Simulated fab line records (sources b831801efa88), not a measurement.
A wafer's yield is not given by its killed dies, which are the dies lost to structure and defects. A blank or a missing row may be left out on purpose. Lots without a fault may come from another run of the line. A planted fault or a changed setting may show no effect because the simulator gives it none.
Commonality check across tools | flow sky130 | 39 wafers sampled across 13 lots

WHY THIS WAS OPENED
Of 13 lots, 1 have the reading VT_ADJUST_NCORE_TW flagged at SKY_VT_ADJUST_NCORE_TW_MEAS_11. No-fault wafers: 217, standard deviation 5.4.
Rule: a lot is flagged when every wafer of it that has a number lies more than 4 standard deviations from that mean, or none has a number. All remaining lots are regarded as sound.

lot  | measured     | on            | VT_ADJUST_NCORE_TW, wafer by wafer | flag
L511 | day 8 11:24  | film-metro-02 | 221 222 221                        |
L512 | day 8 18:37  | film-metro-02 | 222 223 222                        |
L514 | day 9 04:47  | film-metro-01 | 211 212 211                        |
L516 | day 9 22:20  | film-metro-03 | 221 221 222                        |
L515 | day 9 23:00  | film-metro-01 | 211 211 212                        |
L518 | day 10 13:13 | film-metro-02 | 222 220 222                        |
L519 | day 10 21:17 | film-metro-02 | 221 221 222                        |
L520 | day 11 13:58 | film-metro-03 | 30 30 30                           | FLAGGED
L521 | day 11 20:16 | film-metro-03 | 221 221 222                        |
L530 | day 14 08:13 | film-metro-02 | 222 221 221                        |
L531 | day 14 09:42 | film-metro-01 | 209 209 210                        |
L532 | day 15 09:08 | film-metro-03 | 221 220 221                        |
L534 | day 15 17:41 | film-metro-01 | 214 214 213                        |
Average over the flagged lots: 30; offset from the usual -187, equal to -35 standard deviations.

WHICH TOOL RAN EACH LOT
Before the reading, the record contains 2 process steps out of a 708-step route. Each cell gives the tool, then ch followed by the chambers the sampled wafers passed through, then the start.
lot  | flag    | SKY_NWELL_RTA_28                 | SKY_VT_ADJUST_NCORE_EXPOSE_04
L511 |         | rtp-anneal-02 ch 0, day 5 08:05  | iline-stepper-01 ch 0, day 8 01:13
L512 |         | rtp-anneal-01 ch 0, day 5 13:27  | iline-stepper-02 ch 0, day 8 08:02
L514 |         | rtp-anneal-02 ch 0, day 5 22:45  | iline-stepper-02 ch 0, day 8 18:15
L516 |         | rtp-anneal-02 ch 0, day 6 12:51  | iline-stepper-01 ch 0, day 9 10:47
L515 |         | rtp-anneal-01 ch 0, day 6 13:24  | iline-stepper-01 ch 0, day 9 12:01
L518 |         | rtp-anneal-01 ch 0, day 7 00:55  | iline-stepper-01 ch 0, day 10 01:34
L519 |         | rtp-anneal-01 ch 0, day 7 09:20  | iline-stepper-02 ch 0, day 10 09:52
L520 | FLAGGED | rtp-anneal-01 ch 0, day 7 22:45  | iline-stepper-02 ch 0, day 11 01:59
L521 |         | rtp-anneal-01 ch 0, day 8 03:41  | iline-stepper-01 ch 0, day 11 08:17
L530 |         | rtp-anneal-01 ch 0, day 10 06:21 | iline-stepper-02 ch 0, day 13 18:56
L531 |         | rtp-anneal-01 ch 0, day 10 08:05 | iline-stepper-02 ch 0, day 13 20:29
L532 |         | rtp-anneal-02 ch 0, day 11 03:05 | iline-stepper-02 ch 0, day 14 19:20
L534 |         | rtp-anneal-02 ch 0, day 11 12:02 | iline-stepper-02 ch 0, day 15 04:44
These steps, and what they do:
- SKY_NWELL_RTA_28: time 30 s.
- SKY_VT_ADJUST_NCORE_EXPOSE_04: exposes mask LVTN COMPLEMENT THIN, target cd 380 nm.
- SKY_VT_ADJUST_NCORE_TW_MEAS_11

FLAGGED AGAINST TOTAL, ONE TOOL AT A TIME (gauges that did the reading follow at the end)
step                           | tool             | lots run | flagged | share of the flagged lots | sound lots run after its first flagged lot
SKY_NWELL_RTA_28               | rtp-anneal-01    | 8        | 1       | all                       | 3 (L521,L530,L531)
SKY_NWELL_RTA_28               | rtp-anneal-02    | 5        | 0       | none                      | -
SKY_VT_ADJUST_NCORE_EXPOSE_04  | iline-stepper-01 | 5        | 0       | none                      | -
SKY_VT_ADJUST_NCORE_EXPOSE_04  | iline-stepper-02 | 8        | 1       | all                       | 4 (L530,L531,L532,L534)
SKY_VT_ADJUST_NCORE_TW_MEAS_11 | film-metro-01    | 4        | 0       | none                      | -
SKY_VT_ADJUST_NCORE_TW_MEAS_11 | film-metro-02    | 5        | 0       | none                      | -
SKY_VT_ADJUST_NCORE_TW_MEAS_11 | film-metro-03    | 4        | 1       | all                       | 2 (L521,L532)

WHAT THE TABLE PERMITS
In the table, 3 rows ran each flagged lot (rtp-anneal-01 at SKY_NWELL_RTA_28; iline-stepper-02 at SKY_VT_ADJUST_NCORE_EXPOSE_04; film-metro-03 at SKY_VT_ADJUST_NCORE_TW_MEAS_11).
- rtp-anneal-01 at SKY_NWELL_RTA_28: 1 of its 8 lots flagged. Sound lots ran on it after the first flagged one (L521, L530, L531), which a lasting fault on the whole tool wouldn't allow.
- iline-stepper-02 at SKY_VT_ADJUST_NCORE_EXPOSE_04: 1 of its 8 lots flagged. Sound lots ran on it after the first flagged one (L530, L531, L532, L534), which a lasting fault on the whole tool wouldn't allow.
- film-metro-03 at SKY_VT_ADJUST_NCORE_TW_MEAS_11: 1 of its 4 lots flagged. Sound lots ran on it after the first flagged one (L521, L532), which a lasting fault on the whole tool wouldn't allow.
Not one row of the table ran every flagged lot while running no sound lot after the first.

WHAT THE SIMULATOR HAD INSERTED
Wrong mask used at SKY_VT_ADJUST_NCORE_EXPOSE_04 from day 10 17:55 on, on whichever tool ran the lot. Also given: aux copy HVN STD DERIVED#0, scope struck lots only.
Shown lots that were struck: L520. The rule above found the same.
